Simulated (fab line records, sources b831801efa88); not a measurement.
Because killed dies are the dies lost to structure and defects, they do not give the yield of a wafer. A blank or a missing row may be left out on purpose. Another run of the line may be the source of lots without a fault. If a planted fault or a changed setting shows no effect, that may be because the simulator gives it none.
Struck lot and sound lot, side by side / flow sky130 / 35 out of 708 route steps
Sound: wafers L174.1, L174.3, L174.5. Wafers L188.1, L188.2, L188.6 were the ones struck. The cause is given at the end.
For every step that has rows: the tool of each side, followed by ch and its chambers, followed by its first start. Under that, the readings that differ: sound wafers / struck wafers / difference of the means / sigmas: that difference in standard deviations of wafers without a fault.
alike: same words and numbers on both sides, and readings whose means sit less than 2 such deviations apart. not compared: any withheld reading, any reading some wafer has no value for, any bound like >300 that may hide the same value, and any number with overlapping values for which the record gives no deviation.
The two part at a step that has a row with sigmas, a row that says differs or no value, or rows on one side only. Non-overlapping numbers with no deviation appear without sigmas and do not part them. A reading missing from all wafers of one side parts the sides only when that side holds two or more wafers.

SKY_SD_P_CD_MEAS_07: the cd target is 380 nm.
  sound: cd sem-01 at day 26 20:30; struck: cd sem-01 at day 32 07:35
  alike: cd nm
SKY_SD_P_OVL_MEAS_08:
  sound: overlay-01 at day 26 20:37; struck: overlay-02 at day 32 07:42
  alike: SD_P_OVL
then, 1 step without rows for these wafers: SKY_SD_P_IMPLANT_09.
SKY_SD_P_STRIP_10: strips in O2/N2.
  sound on plasma asher-01 ch 0,1, day 26 20:49; struck on plasma asher-01 ch 0,1, day 32 07:53
  alike: drypump motor current A, oes product au, strip time to endpoint s
  not compared: rf hours counter h
SKY_SD_P_TW_MEAS_11:
  sound: film metro-03 at day 26 20:55; struck: film metro-01 at day 32 07:59
  alike: SD_P_TW
then, 7 steps without rows for these wafers: SKY_RES_XHIGH_DEHYDRATE_00 (time 60 s); SKY_RES_XHIGH_HMDS_01 (prime time 60 s); SKY_RES_XHIGH_COAT_02 (resist thk 1140 nm); SKY_RES_XHIGH_SOFTBAKE_03 (time 60 s); SKY_RES_XHIGH_EXPOSE_04 (exposes mask URPM, target cd 1270 nm); SKY_RES_XHIGH_PEB_05; SKY_RES_XHIGH_DEVELOP_06 (develop time 60 s).
SKY_RES_XHIGH_IMPLANT_07:
  sound on implanter-03 ch 0, day 28 00:59; struck on implanter-01 ch 0, day 33 10:50
reading=beam on s (s); sound=38 38 39; struck=11 11 11; difference=-27; sigmas=-8
reading=dose ions cm2; sound=3.603e+14 3.601e+14 3.595e+14; struck=8.99e+13 8.94e+13 8.98e+13; difference=-2.70e+14; sigmas=-99 or more
SKY_RES_XHIGH_STRIP_08: strips in O2/N2.
  sound on plasma asher-04 ch 0, day 28 01:08; struck on plasma asher-03 ch 0,1, day 33 10:59
reading=strip time to endpoint s (s); sound=14.29 14.31 14.28; struck=14.10 14.14 14.12; difference=-0.17; sigmas=-4
  alike: drypump motor current A, oes product au
  not compared: rf hours counter h
SKY_RES_XHIGH_TW_MEAS_09:
  sound: film metro-04 at day 28 01:14; struck: film metro-03 at day 33 11:05
reading=RES_XHIGH_TW; sound=1629 1632 1632; struck=1062 1064 1059; difference=-569; sigmas=-47
then, 7 steps without rows for these wafers: SKY_SD_N_DEHYDRATE_00 (time 60 s); SKY_SD_N_HMDS_01 (prime time 60 s); SKY_SD_N_COAT_02 (resist thk 1140 nm); SKY_SD_N_SOFTBAKE_03 (time 60 s); SKY_SD_N_EXPOSE_04 (exposes mask NSDM, target cd 380 nm); SKY_SD_N_PEB_05; SKY_SD_N_DEVELOP_06 (develop time 60 s).
SKY_SD_N_CD_MEAS_07: the cd target is 380 nm.
  sound: cd sem-02 at day 29 05:14; struck: cd sem-01 at day 34 13:31
  alike: cd nm
SKY_SD_N_OVL_MEAS_08:
  sound: overlay-02 at day 29 05:21; struck: overlay-02 at day 34 13:38
  alike: SD_N_OVL
then, 2 steps without rows for these wafers: SKY_SD_N_IMPLANT_09; SKY_SD_N_IMPLANT_10.
SKY_SD_N_STRIP_11: strips in O2/N2.
  sound on plasma asher-01 ch 0,1, day 29 05:41; struck on plasma asher-03 ch 0,1, day 34 13:59
  alike: drypump motor current A, oes product au, strip time to endpoint s
  not compared: rf hours counter h
SKY_SD_N_TW_MEAS_12:
  sound: film metro-04 at day 29 05:47; struck: film metro-01 at day 34 14:05
reading=SD_N_TW; sound=3929 3941 3928; struck=3982 4000 4005; difference=+63; sigmas=+2
then, 1 step without rows for these wafers: SKY_SD_N_CLEAN_13 (cleans in SC1/SC2, time 150 s).
SKY_SD_N_RTA_14: time 2 s.
  sound on rtp anneal-01 ch 0, day 29 05:54; struck on rtp anneal-02 ch 0, day 34 14:11
  alike: lamp power pct, wafer_temp_C_max
SKY_SD_N_RS_MEAS_16: measures by four-point-probe.
  sound: film metro-04 at day 29 06:05; struck: film metro-01 at day 34 14:22
  alike: SD_N_RS
SKY_SD_N_RS_MEAS_17: measures by four-point-probe.
  sound: film metro-04 at day 29 06:12; struck: film metro-01 at day 34 14:29
  alike: SD_P_RS
SKY_SD_N_RS_MEAS_18: measures by four-point-probe.
  sound: film metro-04 at day 29 06:19; struck: film metro-01 at day 34 14:37
reading=RES_XHIGH_RS (ohm/sq); sound=334.4 334.6 334.4; struck=997.9 1003.3 1009.8; difference=+669.2; sigmas=+99 or more
then, 1 step without rows for these wafers: SKY_SALICIDE_CLEAN_00 (cleans in HF-last, time 30 s).
-- the record jumps here: 16 days lie between the struck wafers' starts before and after (it left off in module SALICIDE and takes up again in module PAD_OPEN, whose first step shown is number 708 of the route) --
SKY_PAD_OPEN_PROBE_99:
  sound: prober-02 at day 46 22:45; struck: prober-02 at day 50 13:02
reading=model.etest.res xhigh po.open; sound=0 0 0; struck=1 1 1; difference=+1; sigmas=
  alike: killed_at_M0_to_M3, killed_at_M4_up, killed at contacts, killed at front end, killed at other, killed dies, killed open, killed short

WHERE THEY PART
First at SKY_RES_XHIGH_IMPLANT_07; last, within this record, at SKY_SD_N_RS_MEAS_18. Later steps at which nothing parts them and some readings are alike: SKY_PAD_OPEN_PROBE_99.

WHY: whatever the simulator had introduced
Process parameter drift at SKY_RES_XHIGH_IMPLANT_07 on implanter-01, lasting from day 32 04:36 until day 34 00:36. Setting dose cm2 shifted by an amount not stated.
